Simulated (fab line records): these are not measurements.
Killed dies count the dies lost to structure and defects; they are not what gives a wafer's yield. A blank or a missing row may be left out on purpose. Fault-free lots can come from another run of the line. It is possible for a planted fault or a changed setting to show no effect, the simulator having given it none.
Tool commonality check + flow gf180mcu + Lots sampled 13, wafers sampled 39

WHAT PROMPTED THE OPENING
2 of 13 lots carry a flag on the reading NWELL_TW at GF_NWELL_TW_MEAS_11. No-fault wafers: 1583, standard deviation 12.
Rule: a lot is flagged when every wafer of it that has a number lies more than 4 standard deviations from that mean, or none has a number. The other lots count as sound.

| lot  | measured    | on           | NWELL_TW, wafer by wafer | flag    |
|------|-------------|--------------|--------------------------|---------|
| L514 | day 3 11:35 | filmMetro-03 | 1583 1576 1583           |         |
| L515 | day 3 17:47 | filmMetro-02 | 1585 1583 1577           |         |
| L516 | day 3 20:47 | filmMetro-03 | 1585 1583 1587           |         |
| L519 | day 4 09:52 | filmMetro-01 | 1570 1575 1573           |         |
| L520 | day 4 15:08 | filmMetro-02 | 1582 1582 1588           |         |
| L523 | day 5 08:44 | filmMetro-03 | 1583 1586 1577           |         |
| L524 | day 5 13:39 | filmMetro-03 | 1585 1573 1580           |         |
| L525 | day 5 18:02 | filmMetro-01 | 3361 3362 3358           | FLAGGED |
| L527 | day 6 07:05 | filmMetro-01 | 3338 3360 3358           | FLAGGED |
| L533 | day 7 14:35 | filmMetro-02 | 1581 1576 1572           |         |
| L535 | day 8 01:51 | filmMetro-01 | 1569 1576 1571           |         |
| L536 | day 8 06:29 | filmMetro-02 | 1601 1591 1593           |         |
| L537 | day 8 12:26 | filmMetro-02 | 1593 1594 1595           |         |
The numbers of the flagged lots are 3356 on average: +1773 against the usual, or +99 or more standard deviations.

WHICH TOOL RAN EACH LOT
The record holds 1 process step before the reading, out of a route of 602 steps. Cell contents, in order: the tool; ch with the chambers the sampled wafers went through; the start.
| lot  | flag    | GF_NWELL_IMPLANT_08            |
|------|---------|--------------------------------|
| L514 |         | implanter-01 ch 0, day 3 11:13 |
| L515 |         | implanter-01 ch 0, day 3 17:25 |
| L516 |         | implanter-02 ch 0, day 3 20:23 |
| L519 |         | implanter-02 ch 0, day 4 09:29 |
| L520 |         | implanter-03 ch 0, day 4 14:44 |
| L523 |         | implanter-03 ch 0, day 5 08:20 |
| L524 |         | implanter-01 ch 0, day 5 13:16 |
| L525 | FLAGGED | implanter-03 ch 0, day 5 17:38 |
| L527 | FLAGGED | implanter-03 ch 0, day 6 06:43 |
| L533 |         | implanter-01 ch 0, day 7 14:11 |
| L535 |         | implanter-02 ch 0, day 8 01:28 |
| L536 |         | implanter-02 ch 0, day 8 06:05 |
| L537 |         | implanter-02 ch 0, day 8 12:02 |
What these steps do:
- GF_NWELL_IMPLANT_08
- GF_NWELL_TW_MEAS_11

FLAGGED OVER TOTAL, TOOL BY TOOL (the gauges that took the reading come last)
| step                | tool         | lots run | flagged | share of the flagged lots | sound lots run after its first flagged lot |
|---------------------|--------------|----------|---------|---------------------------|--------------------------------------------|
| GF_NWELL_IMPLANT_08 | implanter-01 | 4        | 0       | none                      | -                                          |
| GF_NWELL_IMPLANT_08 | implanter-02 | 5        | 0       | none                      | -                                          |
| GF_NWELL_IMPLANT_08 | implanter-03 | 4        | 2       | all                       | 0                                          |
| GF_NWELL_TW_MEAS_11 | filmMetro-01 | 4        | 2       | all                       | 1 (L535)                                   |
| GF_NWELL_TW_MEAS_11 | filmMetro-02 | 5        | 0       | none                      | -                                          |
| GF_NWELL_TW_MEAS_11 | filmMetro-03 | 4        | 0       | none                      | -                                          |

THE TABLE: WHAT IT ALLOWS
Table rows that saw every flagged lot: 2, namely implanter-03 at GF_NWELL_IMPLANT_08 and filmMetro-01 at GF_NWELL_TW_MEAS_11.
- implanter-03 at GF_NWELL_IMPLANT_08 ran 4 lots, 2 of them flagged. Its last sound lot is L523 (day 5 08:20), its first flagged lot L525 (day 5 17:38): a fault that began between those two fits. Its own readings lie more than 4 standard deviations out on every wafer of the flagged lots: beamOnS, doseIonsCm2, faradayCurrentUA.
- filmMetro-01 at GF_NWELL_TW_MEAS_11 ran 4 lots, 2 of them flagged. Lots that were sound ran on it after the first flagged one (L535); a persistent fault on the entire tool would not allow that.
Just one tool remains: implanter-03 at GF_NWELL_IMPLANT_08.

WHAT WAS PUT IN BY THE SIMULATOR
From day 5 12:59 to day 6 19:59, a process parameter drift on implanter-03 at GF_NWELL_IMPLANT_08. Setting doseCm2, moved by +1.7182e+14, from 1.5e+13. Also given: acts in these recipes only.
Struck lots among those shown: L525, L527. The rule given above showed the same thing.
